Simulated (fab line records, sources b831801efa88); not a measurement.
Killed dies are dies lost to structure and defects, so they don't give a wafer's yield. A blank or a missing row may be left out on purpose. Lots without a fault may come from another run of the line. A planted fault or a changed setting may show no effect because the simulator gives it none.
fab line records | flow sky130
record lots=5 wafers=15 last_day=49
route steps=708 shown LDD_N@248 LDD_P@255 LDD_HVN@267 LDD_HVP@278
lots that met no fault: from a run of the same line without faults
start_h: hours from the record's first day to the start of the lot's first wafer shown | wait_h: hours since the lot's step before | " the same as in the row above | L1.1+2: a row that stands for several wafers | - no value, or no start given | * or withheld: withheld | < > ~ a bound
route shown NAME@n: a module of which the file shows steps, and the number in the route of the first | usual: mean/standard deviation of fault-free wafers | same: alike in all rows | chamber/n: place in a boat | sites: the reading at each site | _std_site: their standard deviation | _edge_site: outer sites' mean less inner sites' | radius_mm: how far each site lies from the wafer's centre | mask NAME#n: copy n | behind: the tool/chamber that last shaped the wafer | hold: why the lot was held/for how many hours/how that ended | device: the transistor (n, p or np) that didn't switch | end of line: the same wafers' tests at the end of the route | a step without rows: its recipe alone | killed: dies lost to structure and defects at the first sort, not the wafer's yield | map: a wafer's dies, x killed, . not, _ none there
set.NAME: the setting as run; set.NAME@STEP: as run at that earlier step | model.NAME: the simulator's own value behind a step, which no gauge read
lots at some steps of the route; a table a step, a row a wafer
services: from which hour (start_h, from the record's first day; less than 0 if before it) a tool's chamber was out of use, for how many hours, and why
## steps
# step SKY_LDD_N_IMPLANT_11
# recipe species=As energy_kev=20 dose_cm2=7.5e+13 tilt_deg=withheld rotation_deg=293
# usual faraday_current_uA=423/8.7
# columns lot.wafer tool chamber start_h wait_h faraday_current_uA
L074.1 implanter-01 0 395.87 0.1 422
L074.2 " 0 " " 410
L074.6 " 0 " " 430
L076.4 implanter-02 0 430.16 0.1 426
L076.5 " 0 " " 417
L076.6 " 0 " " 427
L086.1 implanter-03 0 513.30 0.1 409
L086.2 " 0 " " 429
L086.4 " 0 " " 414
L090.2 implanter-03 0 544.52 0.1 422
L090.4 " 0 " " 418
L090.6 " 0 " " 421
L091.3 implanter-03 0 557.22 0.1 416
L091.4 " 0 " " 433
L091.5 " 0 " " 424
# step SKY_LDD_N_IMPLANT_12
# recipe species=BF2 energy_kev=50 dose_cm2=5e+12 tilt_deg=30 rotation_deg=0
# usual faraday_current_uA=28.2/0.59
# columns lot.wafer tool chamber start_h wait_h faraday_current_uA
L074.1 implanter-01 0 396.02 0.1 29.4
L074.2 " 0 " " 28.4
L074.6 " 0 " " 28.1
L076.4 implanter-02 0 430.31 0.1 27.5
L076.5 " 0 " " 28.5
L076.6 " 0 " " 28.3
L086.1 implanter-03 0 513.45 0.1 28.0
L086.2 " 0 " " 27.7
L086.4 " 0 " " 28.7
L090.2 implanter-03 0 544.67 0.1 28.1
L090.4 " 0 " " 28.1
L090.6 " 0 " " 28.8
L091.3 implanter-03 0 557.37 0.1 28.4
L091.4 " 0 " " 28.6
L091.5 " 0 " " 28.2
# step SKY_LDD_N_IMPLANT_13
# recipe species=BF2 energy_kev=50 dose_cm2=5e+12 tilt_deg=30 rotation_deg=90
# usual faraday_current_uA=28.2/0.46
# columns lot.wafer tool chamber start_h wait_h faraday_current_uA
L074.1 implanter-01 0 396.17 0.1 27.8
L074.2 " 0 " " 28.6
L074.6 " 0 " " 27.6
L076.4 implanter-02 0 430.46 0.1 28.6
L076.5 " 0 " " 28.3
L076.6 " 0 " " 28.5
L086.1 implanter-03 0 513.60 0.1 27.8
L086.2 " 0 " " 29.2
L086.4 " 0 " " 26.9
L090.2 implanter-03 0 544.82 0.1 28.6
L090.4 " 0 " " 28.9
L090.6 " 0 " " 28.3
L091.3 implanter-03 0 557.52 0.1 27.9
L091.4 " 0 " " 29.4
L091.5 " 0 " " 27.8
# step SKY_LDD_N_IMPLANT_14
# recipe species=BF2 energy_kev=50 dose_cm2=5e+12 tilt_deg=30 rotation_deg=180
# usual faraday_current_uA=28.2/0.54
# columns lot.wafer tool chamber start_h wait_h faraday_current_uA
L074.1 implanter-01 0 396.32 0.1 28.8
L074.2 " 0 " " 28.4
L074.6 " 0 " " 28.1
L076.4 implanter-02 0 430.61 0.1 28.8
L076.5 " 0 " " 29.0
L076.6 " 0 " " 27.9
L086.1 implanter-03 0 513.75 0.1 28.3
L086.2 " 0 " " 29.1
L086.4 " 0 " " 27.7
L090.2 implanter-03 0 544.97 0.1 28.2
L090.4 " 0 " " 28.3
L090.6 " 0 " " 28.7
L091.3 implanter-03 0 557.67 0.1 28.7
L091.4 " 0 " " 27.8
L091.5 " 0 " " 27.9
# step SKY_LDD_N_IMPLANT_15
# recipe species=BF2 energy_kev=50 dose_cm2=5e+12 tilt_deg=30 rotation_deg=270
# usual faraday_current_uA=28.2/0.57
# columns lot.wafer tool chamber start_h wait_h faraday_current_uA
L074.1 implanter-01 0 396.47 0.1 28.6
L074.2 " 0 " " 28.0
L074.6 " 0 " " 28.7
L076.4 implanter-02 0 430.76 0.1 27.1
L076.5 " 0 " " 28.2
L076.6 " 0 " " 27.5
L086.1 implanter-03 0 513.90 0.1 28.0
L086.2 " 0 " " 28.5
L086.4 " 0 " " 28.4
L090.2 implanter-03 0 545.12 0.1 28.3
L090.4 " 0 " " 28.2
L090.6 " 0 " " 27.9
L091.3 implanter-03 0 557.82 0.1 27.4
L091.4 " 0 " " 27.7
L091.5 " 0 " " 28.0
# step SKY_LDD_N_STRIP_16
# recipe chemistry=O2/N2 power_w=1400 pressure_mtorr=1500 platen_temp_c=withheld o2_flow_sccm=3000 n2_flow_sccm=300 overash_fraction=0.5
# usual drypump_motor_current_A=5.5/0.34 oes_product_au=0.406/0.0048 strip_time_to_endpoint_s=4.318/0.015
# columns lot.wafer tool chamber start_h wait_h drypump_motor_current_A oes_product_au rf_hours_counter_h strip_time_to_endpoint_s
L074.1 plasma_asher-01 1 396.62 0.1 4.9 0.402 58 4.303
L074.2 " 0 " " 5.4 0.404 58 4.315
L074.6 " 1 " " 4.9 0.411 - 4.311
L076.4 plasma_asher-02 0 430.87 0.1 6.0 0.407 - 4.334
L076.5 " 1 " " 5.3 0.403 - 4.339
L076.6 " 0 " " 6.0 0.413 - 4.311
L086.1 plasma_asher-02 0 514.05 0.1 6.0 0.403 8 4.307
L086.2 " 1 " " 5.4 0.412 8 4.293
L086.4 " 1 " " 5.3 0.413 - 4.297
L090.2 plasma_asher-02 1 545.25 0.1 5.3 0.407 11 4.317
L090.4 " 1 " " 5.4 0.396 - 4.309
L090.6 " 0 " " 6.0 0.412 - 4.293
L091.3 plasma_asher-02 0 557.95 0.1 6.1 0.409 - 4.313
L091.4 " 1 " " 5.3 0.405 - 4.321
L091.5 " 1 " " 5.3 0.409 - 4.314
# step SKY_LDD_N_TW_MEAS_17
# usual LDD_N_TW=2582/27
# columns lot.wafer tool chamber start_h wait_h LDD_N_TW
L074.1 film_metro-03 - 396.72 0.1 2557
L074.2 " - " " 2560
L074.6 " - " " 2574
L076.4 film_metro-03 - 430.97 0.1 2559
L076.5 " - " " 2556
L076.6 " - " " 2552
L086.1 film_metro-03 - 514.15 0.1 2543
L086.2 " - " " 2547
L086.4 " - " " 2540
L090.2 film_metro-02 - 545.37 0.1 2621
L090.4 " - " " 2610
L090.6 " - " " 2595
L091.3 film_metro-02 - 558.05 0.1 2609
L091.4 " - " " 2606
L091.5 " - " " 2601
# step SKY_LDD_P_DEHYDRATE_00
# recipe temp_c=200 time_s=60
# usual chill_plate_temp_C=23.00/0.11
# columns lot.wafer tool chamber start_h wait_h chill_plate_temp_C
L074.1 litho_track-03 0 411.60 14.9 22.98
L074.2 " 0 " " 22.94
L074.6 " 0 " " 22.98
L076.4 litho_track-01 0 445.71 14.7 23.05
L076.5 " 0 " " 23.09
L076.6 " 0 " " 23.04
L086.1 litho_track-01 0 528.88 14.7 22.93
L086.2 " 0 " " 23.04
L086.4 " 0 " " 23.13
L090.2 litho_track-04 0 560.29 14.9 22.90
L090.4 " 0 " " 23.05
L090.6 " 0 " " 22.97
L091.3 litho_track-04 0 572.26 14.2 22.99
L091.4 " 0 " " 22.96
L091.5 " 0 " " 23.08
# step SKY_LDD_P_HMDS_01
# recipe prime_time_s=60 prime_temp_c=120
# usual chill_plate_temp_C=23.02/0.095
# same prime_time_s=60
# columns lot.wafer tool chamber start_h wait_h chill_plate_temp_C
L074.1 litho_track-03 0 411.75 0.1 22.98
L074.2 " 0 " " 23.06
L074.6 " 0 " " 22.96
L076.4 litho_track-01 0 445.86 0.1 22.82
L076.5 " 0 " " 22.95
L076.6 " 0 " " 22.95
L086.1 litho_track-01 0 529.03 0.1 22.96
L086.2 " 0 " " 22.94
L086.4 " 0 " " 23.11
L090.2 litho_track-04 0 560.44 0.1 23.15
L090.4 " 0 " " 23.22
L090.6 " 0 " " 23.04
L091.3 litho_track-04 0 572.41 0.1 22.96
L091.4 " 0 " " 23.00
L091.5 " 0 " " 23.00
# step SKY_LDD_P_COAT_02
# recipe resist=NOVOLAK spin_rpm=3000 resist_thk_nm=1140
# usual chill_plate_temp_C=22.98/0.1 spin_speed_rpm=3000.6/1.7
# columns lot.wafer tool chamber start_h wait_h chill_plate_temp_C spin_speed_rpm
L074.1 litho_track-03 0 411.90 0.1 22.96 2997.6
L074.2 " 0 " " 22.87 3000.1
L074.6 " 0 " " 22.91 2999.1
L076.4 litho_track-01 0 446.01 0.1 22.86 3002.6
L076.5 " 0 " " 23.10 3000.1
L076.6 " 0 " " 23.19 3004.8
L086.1 litho_track-01 0 529.18 0.1 23.16 3002.9
L086.2 " 0 " " 22.86 2996.3
L086.4 " 0 " " 23.23 2999.0
L090.2 litho_track-04 0 560.59 0.1 23.08 3005.2
L090.4 " 0 " " 22.97 2999.6
L090.6 " 0 " " 23.19 3000.4
L091.3 litho_track-04 0 572.56 0.1 22.87 3003.7
L091.4 " 0 " " 23.00 3002.4
L091.5 " 0 " " 22.95 3003.3
# step SKY_LDD_P_SOFTBAKE_03
# recipe temp_c=90 time_s=60 resist=NOVOLAK
# usual chill_plate_temp_C=22.97/0.091
# columns lot.wafer tool chamber start_h wait_h chill_plate_temp_C
L074.1 litho_track-03 0 412.05 0.1 23.05
L074.2 " 0 " " 23.08
L074.6 " 0 " " 23.13
L076.4 litho_track-01 0 446.16 0.1 22.97
L076.5 " 0 " " 23.04
L076.6 " 0 " " 23.00
L086.1 litho_track-01 0 529.33 0.1 22.98
L086.2 " 0 " " 22.89
L086.4 " 0 " " 23.01
L090.2 litho_track-04 0 560.74 0.1 22.97
L090.4 " 0 " " 23.07
L090.6 " 0 " " 22.98
L091.3 litho_track-04 0 572.71 0.1 23.02
L091.4 " 0 " " 22.93
L091.5 " 0 " " 23.11
# step SKY_LDD_P_EXPOSE_04
# recipe mask_id=PSDM na=0.6 source_shape=conventional sigma_outer=0.6 polarization=unpolarized target_cd_nm=380 dose_mj=138
# columns lot.wafer tool chamber start_h wait_h mask
L074.1+2+6 iline_stepper-02 0 - - PSDM#0
L076.4+5+6 iline_stepper-02 0 - - PSDM#0
L086.1+2+4 iline_stepper-01 0 - - PSDM#0
L090.2+4+6 iline_stepper-01 0 - - PSDM#0
L091.3+4+5 iline_stepper-02 0 - - PSDM#0
# step SKY_LDD_P_PEB_05
# recipe temp_c=withheld time_s=* resist=NOVOLAK
# usual chill_plate_temp_C=*
# columns lot.wafer tool chamber start_h wait_h chill_plate_temp_C
L074.1 litho_track-03 0 - - *
L074.2 " 0 " " *
L074.6 " 0 " " *
L076.4 litho_track-01 0 - - *
L076.5 " 0 " " *
L076.6 " 0 " " *
L086.1 litho_track-01 0 - - *
L086.2 " 0 " " *
L086.4 " 0 " " *
L090.2 litho_track-03 0 - - *
L090.4 " 0 " " *
L090.6 " 0 " " *
L091.3 litho_track-01 0 - - *
L091.4 " 0 " " *
L091.5 " 0 " " *
# step SKY_LDD_P_DEVELOP_06
# recipe resist=NOVOLAK developer=TMAH develop_time_s=60 dev_temp_c=23
# usual chill_plate_temp_C=22.99/0.11
# columns lot.wafer tool chamber start_h wait_h chill_plate_temp_C
L074.1 litho_track-03 0 426.70 0.1 23.13
L074.2 " 0 " " 23.03
L074.6 " 0 " " 22.99
L076.4 litho_track-01 0 462.36 0.1 23.05
L076.5 " 0 " " 22.90
L076.6 " 0 " " 23.00
L086.1 litho_track-01 0 543.78 0.1 23.08
L086.2 " 0 " " 22.88
L086.4 " 0 " " 23.18
L090.2 litho_track-03 0 575.07 0.1 22.99
L090.4 " 0 " " 22.85
L090.6 " 0 " " 23.00
L091.3 litho_track-01 0 587.03 0.1 23.12
L091.4 " 0 " " 22.98
L091.5 " 0 " " 22.99
# step SKY_LDD_P_CD_MEAS_07
# recipe target_cd_nm=380
# usual cd_nm=380.8/2.2
# columns lot.wafer tool chamber start_h wait_h cd_nm
L074.1 cd_sem-02 - 426.85 0.1 381.1
L074.2 " - " " 382.1
L074.6 " - " " 382.5
L076.4 cd_sem-02 - 462.49 0.1 380.5
L076.5 " - " " 379.8
L076.6 " - " " 378.6
L086.1 cd_sem-01 - 543.93 0.1 377.8
L086.2 " - " " 375.4
L086.4 " - " " 377.4
L090.2 cd_sem-02 - 575.22 0.1 380.7
L090.4 " - " " 379.6
L090.6 " - " " 381.5
L091.3 cd_sem-02 - 587.17 0.1 379.4
L091.4 " - " " 379.2
L091.5 " - " " 378.1
# step SKY_LDD_P_OVL_MEAS_08
# usual LDD_P_OVL=0.7/1.4
# columns lot.wafer tool chamber start_h wait_h LDD_P_OVL[nm]
L074.1 overlay-01 - 426.97 0.1 1.2
L074.2 " - " " 2.2
L074.6 " - " " 2.1
L076.4 overlay-02 - 462.57 0.1 -1.8
L076.5 " - " " -1.4
L076.6 " - " " -0.5
L086.1 overlay-02 - 544.05 0.1 1.4
L086.2 " - " " 1.9
L086.4 " - " " 1.5
L090.2 overlay-02 - 575.33 0.1 0.8
L090.4 " - " " 3.0
L090.6 " - " " 2.6
L091.3 overlay-02 - 587.26 0.1 0.0
L091.4 " - " " 0.5
L091.5 " - " " -2.0
# step SKY_LDD_P_IMPLANT_09
# recipe species=BF2 energy_kev=25 dose_cm2=1e+13 tilt_deg=withheld
# usual faraday_current_uA=56.4/1.1
# columns lot.wafer tool chamber start_h wait_h faraday_current_uA
L074.1 implanter-01 0 427.01 0.0 54.8
L074.2 " 0 " " 56.4
L074.6 " 0 " " 57.0
L076.4 implanter-02 0 462.66 0.1 56.9
L076.5 " 0 " " 58.8
L076.6 " 0 " " 54.3
L086.1 implanter-01 0 544.09 0.0 55.6
L086.2 " 0 " " 57.6
L086.4 " 0 " " 55.8
L090.2 implanter-04 0 575.38 0.0 54.8
L090.4 " 0 " " 56.3
L090.6 " 0 " " 56.3
L091.3 implanter-02 0 587.34 0.1 57.5
L091.4 " 0 " " 56.0
L091.5 " 0 " " 56.3
# step SKY_LDD_P_STRIP_10
# recipe chemistry=O2/N2 power_w=1400 pressure_mtorr=1500 platen_temp_c=withheld o2_flow_sccm=3000 n2_flow_sccm=300 overash_fraction=0.5
# usual drypump_motor_current_A=5.35/0.28 oes_product_au=0.715/0.0046 strip_time_to_endpoint_s=14.17/0.038
# columns lot.wafer tool chamber start_h wait_h drypump_motor_current_A oes_product_au rf_hours_counter_h strip_time_to_endpoint_s
L074.1 plasma_asher-01 0 427.16 0.1 5.43 0.715 61 14.15
L074.2 " 1 " " 4.90 0.717 61 14.13
L074.6 " 0 " " 5.44 0.716 - 14.13
L076.4 plasma_asher-04 1 462.77 0.1 5.39 0.713 - 14.16
L076.5 " 1 " " 5.40 0.715 - 14.18
L076.6 " 0 " " 5.12 0.717 - 14.18
L086.1 plasma_asher-01 1 544.24 0.1 4.90 0.727 73 14.13
L086.2 " 0 " " 5.42 0.724 73 14.15
L086.4 " 1 " " 4.89 0.716 - 14.11
L090.2 plasma_asher-03 1 575.51 0.1 5.71 0.715 45 14.20
L090.4 " 0 " " 5.62 0.716 - 14.23
L090.6 " 0 " " 5.60 0.721 - 14.18
L091.3 plasma_asher-01 0 587.47 0.1 5.42 0.716 - 14.20
L091.4 " 1 " " 4.89 0.722 - 14.19
L091.5 " 1 " " 4.87 0.713 - 14.19
# step SKY_LDD_P_TW_MEAS_11
# usual LDD_P_TW=639.9/2.8
# columns lot.wafer tool chamber start_h wait_h LDD_P_TW
L074.1 film_metro-04 - 427.26 0.1 640.2
L074.2 " - " " 634.4
L074.6 " - " " 638.8
L076.4 film_metro-04 - 462.87 0.1 639.9
L076.5 " - " " 642.1
L076.6 " - " " 644.0
L086.1 film_metro-02 - 544.34 0.1 639.5
L086.2 " - " " 645.2
L086.4 " - " " 646.8
L090.2 film_metro-01 - 575.61 0.1 637.0
L090.4 " - " " 637.7
L090.6 " - " " 639.2
L091.3 film_metro-04 - 587.56 0.1 643.3
L091.4 " - " " 644.6
L091.5 " - " " 642.9
# step SKY_LDD_HVN_DEHYDRATE_00
# recipe temp_c=200 time_s=60
# usual chill_plate_temp_C=22.98/0.11
# columns lot.wafer tool chamber start_h wait_h chill_plate_temp_C
L074.1 litho_track-04 0 442.26 15.0 23.01
L074.2 " 0 " " 22.91
L074.6 " 0 " " 22.83
L076.4 litho_track-02 0 477.57 14.7 23.10
L076.5 " 0 " " 22.95
L076.6 " 0 " " 22.89
L086.1 litho_track-03 0 558.75 14.4 23.08
L086.2 " 0 " " 23.11
L086.4 " 0 " " 23.07
L090.2 litho_track-04 0 589.89 14.3 22.97
L090.4 " 0 " " 23.07
L090.6 " 0 " " 22.91
L091.3 litho_track-02 0 602.20 14.6 23.08
L091.4 " 0 " " 23.06
L091.5 " 0 " " 23.01
# step SKY_LDD_HVN_HMDS_01
# recipe prime_time_s=60 prime_temp_c=120
# usual chill_plate_temp_C=22.99/0.11
# same prime_time_s=60
# columns lot.wafer tool chamber start_h wait_h chill_plate_temp_C
L074.1 litho_track-04 0 442.41 0.1 22.81
L074.2 " 0 " " 22.98
L074.6 " 0 " " 22.92
L076.4 litho_track-02 0 477.72 0.1 22.83
L076.5 " 0 " " 22.81
L076.6 " 0 " " 23.04
L086.1 litho_track-03 0 558.90 0.1 23.07
L086.2 " 0 " " 22.91
L086.4 " 0 " " 22.96
L090.2 litho_track-04 0 590.04 0.1 23.11
L090.4 " 0 " " 22.89
L090.6 " 0 " " 23.03
L091.3 litho_track-02 0 602.35 0.1 23.00
L091.4 " 0 " " 22.87
L091.5 " 0 " " 23.15
# step SKY_LDD_HVN_COAT_02
# recipe resist=NOVOLAK spin_rpm=3000 resist_thk_nm=300
# usual chill_plate_temp_C=23.01/0.099 spin_speed_rpm=2999.6/2
# columns lot.wafer tool chamber start_h wait_h chill_plate_temp_C spin_speed_rpm
L074.1 litho_track-04 0 442.56 0.1 22.97 3000.2
L074.2 " 0 " " 23.23 2998.7
L074.6 " 0 " " 22.89 3001.9
L076.4 litho_track-02 0 477.87 0.1 23.01 3000.2
L076.5 " 0 " " 22.95 2999.1
L076.6 " 0 " " 22.91 2997.1
L086.1 litho_track-03 0 559.05 0.1 23.13 2998.7
L086.2 " 0 " " 23.00 3001.0
L086.4 " 0 " " 23.21 2997.9
L090.2 litho_track-04 0 590.19 0.1 22.93 3001.9
L090.4 " 0 " " 23.01 3000.3
L090.6 " 0 " " 22.97 3002.1
L091.3 litho_track-02 0 602.50 0.1 22.96 3002.0
L091.4 " 0 " " 22.93 2998.7
L091.5 " 0 " " 23.03 2996.0
# step SKY_LDD_HVN_SOFTBAKE_03
# recipe temp_c=90 time_s=60 resist=NOVOLAK
# usual chill_plate_temp_C=23.00/0.11
# columns lot.wafer tool chamber start_h wait_h chill_plate_temp_C
L074.1 litho_track-04 0 442.71 0.1 23.06
L074.2 " 0 " " 23.15
L074.6 " 0 " " 23.03
L076.4 litho_track-02 0 478.02 0.1 23.09
L076.5 " 0 " " 22.90
L076.6 " 0 " " 22.97
L086.1 litho_track-03 0 559.20 0.1 23.05
L086.2 " 0 " " 23.04
L086.4 " 0 " " 23.05
L090.2 litho_track-04 0 590.34 0.1 22.98
L090.4 " 0 " " 23.05
L090.6 " 0 " " 23.01
L091.3 litho_track-02 0 602.65 0.1 23.20
L091.4 " 0 " " 23.18
L091.5 " 0 " " 22.97
# step SKY_LDD_HVN_EXPOSE_04
# recipe mask_id=HVNTM na=0.6 source_shape=conventional sigma_outer=0.6 polarization=unpolarized target_cd_nm=700 dose_mj=127
# columns lot.wafer tool chamber start_h wait_h mask
L074.1+2+6 iline_stepper-02 0 - - HVNTM#0
L076.4+5+6 iline_stepper-02 0 - - HVNTM#0
L086.1+2+4 iline_stepper-01 0 - - HVNTM#0
L090.2+4+6 iline_stepper-01 0 - - HVNTM#0
L091.3+4+5 iline_stepper-02 0 - - HVNTM#0
# step SKY_LDD_HVN_PEB_05
# recipe temp_c=withheld time_s=* resist=NOVOLAK
# usual chill_plate_temp_C=*
# columns lot.wafer tool chamber start_h wait_h chill_plate_temp_C
L074.1 litho_track-02 0 - - *
L074.2 " 0 " " *
L074.6 " 0 " " *
L076.4 litho_track-04 0 - - *
L076.5 " 0 " " *
L076.6 " 0 " " *
L086.1 litho_track-04 0 - - *
L086.2 " 0 " " *
L086.4 " 0 " " *
L090.2 litho_track-03 0 - - *
L090.4 " 0 " " *
L090.6 " 0 " " *
L091.3 litho_track-02 0 - - *
L091.4 " 0 " " *
L091.5 " 0 " " *
# step SKY_LDD_HVN_DEVELOP_06
# recipe resist=NOVOLAK developer=TMAH develop_time_s=60 dev_temp_c=23
# usual chill_plate_temp_C=22.99/0.11
# columns lot.wafer tool chamber start_h wait_h chill_plate_temp_C
L074.1 litho_track-02 0 458.10 0.1 22.99
L074.2 " 0 " " 22.95
L074.6 " 0 " " 23.08
L076.4 litho_track-04 0 493.54 0.1 22.93
L076.5 " 0 " " 22.92
L076.6 " 0 " " 23.02
L086.1 litho_track-04 0 573.86 0.1 23.00
L086.2 " 0 " " 23.18
L086.4 " 0 " " 23.01
L090.2 litho_track-03 0 605.02 0.1 23.08
L090.4 " 0 " " 23.12
L090.6 " 0 " " 22.91
L091.3 litho_track-02 0 617.05 0.1 22.87
L091.4 " 0 " " 23.14
L091.5 " 0 " " 23.14
# step SKY_LDD_HVN_OVL_MEAS_07
# usual LDD_HVN_OVL=-0.7/1.5
# columns lot.wafer tool chamber start_h wait_h LDD_HVN_OVL[nm]
L074.1 overlay-02 - 458.25 0.1 -2.0
L074.2 " - " " -2.7
L074.6 " - " " -3.2
L076.4 overlay-02 - 493.63 0.1 -1.9
L076.5 " - " " 1.4
L076.6 " - " " -1.2
L086.1 overlay-01 - 574.01 0.1 1.0
L086.2 " - " " -1.0
L086.4 " - " " -1.9
L090.2 overlay-02 - 605.16 0.1 2.0
L090.4 " - " " 1.9
L090.6 " - " " 0.8
L091.3 overlay-02 - 617.16 0.1 -2.7
L091.4 " - " " -0.5
L091.5 " - " " 0.3
# step SKY_LDD_HVN_IMPLANT_08
# recipe species=P energy_kev=60 dose_cm2=3e+13 tilt_deg=40
# usual faraday_current_uA=170/3.6
# columns lot.wafer tool chamber start_h wait_h faraday_current_uA
L074.1 implanter-01 0 458.29 0.0 170
L074.2 " 0 " " 168
L074.6 " 0 " " 170
L076.4 implanter-01 0 493.72 0.1 167
L076.5 " 0 " " 166
L076.6 " 0 " " 169
L086.1 implanter-04 0 574.05 0.0 167
L086.2 " 0 " " 174
L086.4 " 0 " " 167
L090.2 implanter-03 0 605.21 0.0 169
L090.4 " 0 " " 171
L090.6 " 0 " " 169
L091.3 implanter-01 0 617.24 0.1 168
L091.4 " 0 " " 179
L091.5 " 0 " " 176
# step SKY_LDD_HVN_STRIP_09
# recipe chemistry=O2/N2 power_w=1400 pressure_mtorr=1500 platen_temp_c=withheld o2_flow_sccm=3000 n2_flow_sccm=300 overash_fraction=0.5
# usual drypump_motor_current_A=5.55/0.26 oes_product_au=0.409/0.0044 strip_time_to_endpoint_s=4.136/0.013
# columns lot.wafer tool chamber start_h wait_h drypump_motor_current_A oes_product_au rf_hours_counter_h strip_time_to_endpoint_s
L074.1 plasma_asher-02 0 458.44 0.1 6.02 0.404 3 4.154
L074.2 " 1 " " 5.34 0.403 3 4.137
L074.6 " 0 " " 6.01 0.405 - 4.132
L076.4 plasma_asher-04 1 493.83 0.1 5.37 0.408 - 4.133
L076.5 " 1 " " 5.37 0.409 - 4.161
L076.6 " 0 " " 5.08 0.407 - 4.140
L086.1 plasma_asher-04 0 574.20 0.1 5.10 0.408 88 4.153
L086.2 " 1 " " 5.34 0.407 88 4.134
L086.4 " 0 " " 5.11 0.412 - 4.159
L090.2 plasma_asher-03 1 605.34 0.1 5.72 0.416 48 4.134
L090.4 " 0 " " 5.57 0.409 - 4.125
L090.6 " 0 " " 5.57 0.403 - 4.139
L091.3 plasma_asher-03 0 617.37 0.1 5.59 0.408 - 4.156
L091.4 " 1 " " 5.71 0.411 - 4.126
L091.5 " 1 " " 5.69 0.406 - 4.137
# step SKY_LDD_HVN_TW_MEAS_10
# usual LDD_HVN_TW=1436/12
# columns lot.wafer tool chamber start_h wait_h LDD_HVN_TW
L074.1 film_metro-03 - 458.54 0.1 1415
L074.2 " - " " 1427
L074.6 " - " " 1437
L076.4 film_metro-04 - 493.93 0.1 1449
L076.5 " - " " 1440
L076.6 " - " " 1452
L086.1 film_metro-01 - 574.30 0.1 1447
L086.2 " - " " 1443
L086.4 " - " " 1443
L090.2 film_metro-04 - 605.45 0.1 1436
L090.4 " - " " 1432
L090.6 " - " " 1444
L091.3 film_metro-04 - 617.46 0.1 1442
L091.4 " - " " 1449
L091.5 " - " " 1443
# step SKY_LDD_HVP_DEHYDRATE_00
# recipe temp_c=200 time_s=60
# usual chill_plate_temp_C=22.98/0.13
# columns lot.wafer tool chamber start_h wait_h chill_plate_temp_C
L074.1 litho_track-03 0 473.95 15.4 23.08
L074.2 " 0 " " 23.22
L074.6 " 0 " " 22.97
L076.4 litho_track-02 0 508.92 15.0 23.13
L076.5 " 0 " " 23.11
L076.6 " 0 " " 23.02
L086.1 litho_track-02 0 588.50 14.2 22.97
L086.2 " 0 " " 22.97
L086.4 " 0 " " 22.84
L090.2 litho_track-02 0 619.32 13.9 22.92
L090.4 " 0 " " 22.86
L090.6 " 0 " " 22.73
L091.3 litho_track-03 0 631.75 14.3 23.00
L091.4 " 0 " " 23.14
L091.5 " 0 " " 23.05
# step SKY_LDD_HVP_HMDS_01
# recipe prime_time_s=60 prime_temp_c=120
# usual chill_plate_temp_C=23.00/0.097
# same prime_time_s=60
# columns lot.wafer tool chamber start_h wait_h chill_plate_temp_C
L074.1 litho_track-03 0 474.10 0.1 22.84
L074.2 " 0 " " 22.96
L074.6 " 0 " " 23.00
L076.4 litho_track-02 0 509.07 0.1 23.05
L076.5 " 0 " " 22.89
L076.6 " 0 " " 23.00
L086.1 litho_track-02 0 588.65 0.1 23.11
L086.2 " 0 " " 23.15
L086.4 " 0 " " 22.95
L090.2 litho_track-02 0 619.47 0.1 22.87
L090.4 " 0 " " 23.01
L090.6 " 0 " " 23.09
L091.3 litho_track-03 0 631.90 0.1 22.89
L091.4 " 0 " " 22.80
L091.5 " 0 " " 22.86
# step SKY_LDD_HVP_COAT_02
# recipe resist=NOVOLAK spin_rpm=3000 resist_thk_nm=300
# usual chill_plate_temp_C=22.99/0.11 spin_speed_rpm=3000.2/2
# columns lot.wafer tool chamber start_h wait_h chill_plate_temp_C spin_speed_rpm
L074.1 litho_track-03 0 474.25 0.1 22.87 3002.9
L074.2 " 0 " " 22.98 3000.6
L074.6 " 0 " " 22.91 2999.8
L076.4 litho_track-02 0 509.22 0.1 23.12 3000.2
L076.5 " 0 " " 23.18 3004.8
L076.6 " 0 " " 23.24 3004.4
L086.1 litho_track-02 0 588.80 0.1 23.15 3000.8
L086.2 " 0 " " 22.95 2999.3
L086.4 " 0 " " 23.09 2999.2
L090.2 litho_track-02 0 619.62 0.1 23.06 2998.4
L090.4 " 0 " " 23.01 3003.0
L090.6 " 0 " " 23.01 3000.1
L091.3 litho_track-03 0 632.05 0.1 22.95 3003.6
L091.4 " 0 " " 22.98 2998.8
L091.5 " 0 " " 23.03 3000.6
# step SKY_LDD_HVP_SOFTBAKE_03
# recipe temp_c=90 time_s=60 resist=NOVOLAK
# usual chill_plate_temp_C=23.01/0.1
# columns lot.wafer tool chamber start_h wait_h chill_plate_temp_C
L074.1 litho_track-03 0 474.40 0.1 23.02
L074.2 " 0 " " 23.15
L074.6 " 0 " " 22.97
L076.4 litho_track-02 0 509.37 0.1 23.02
L076.5 " 0 " " 23.16
L076.6 " 0 " " 23.06
L086.1 litho_track-02 0 588.95 0.1 23.05
L086.2 " 0 " " 23.02
L086.4 " 0 " " 22.91
L090.2 litho_track-02 0 619.77 0.1 22.90
L090.4 " 0 " " 22.86
L090.6 " 0 " " 22.83
L091.3 litho_track-03 0 632.20 0.1 22.94
L091.4 " 0 " " 22.98
L091.5 " 0 " " 23.11
# step SKY_LDD_HVP_EXPOSE_04
# recipe mask_id=HVPTM na=0.6 source_shape=conventional sigma_outer=0.6 polarization=unpolarized target_cd_nm=700 dose_mj=86
# columns lot.wafer tool chamber start_h wait_h mask
L074.1+2+6 iline_stepper-01 0 - - HVPTM#0
L076.4+5+6 iline_stepper-02 0 - - HVPTM#0
L086.1+2+4 iline_stepper-02 0 - - HVPTM#0
L090.2+4+6 iline_stepper-02 0 - - HVPTM#0
L091.3+4+5 iline_stepper-02 0 - - HVPTM#0
## services
# columns tool chamber start_h hours kind
implanter-04 - 378.23 1.1 repair
implanter-01 - 378.93 3.9 pm
plasma_asher-01 - 408.61 0.6 repair
iline_stepper-01 0 418.85 - calibration
plasma_asher-02 - 421.25 9.0 pm
plasma_asher-02 0 421.25 9.0 vent_cycle
plasma_asher-02 1 421.25 9.0 vent_cycle
plasma_asher-02 0 430.25 - clean
implanter-03 - 448.23 2.5 repair
implanter-03 - 489.25 5.9 repair
iline_stepper-01 - 506.66 2.1 pm
iline_stepper-01 - 515.34 1.7 pm
implanter-04 - 518.11 2.1 pm
implanter-02 - 529.13 3.2 pm
iline_stepper-02 0 530.27 - calibration
implanter-03 - 539.53 0.6 repair
plasma_asher-04 - 542.33 2.8 pm
iline_stepper-02 - 553.71 1.7 pm
iline_stepper-02 - 559.40 3.5 repair
implanter-01 - 598.18 2.0 repair
plasma_asher-01 - 598.80 4.2 repair
implanter-04 - 612.66 6.3 pm
iline_stepper-02 - 615.61 3.6 repair
plasma_asher-01 - 629.78 0.9 repair
## key
fault none
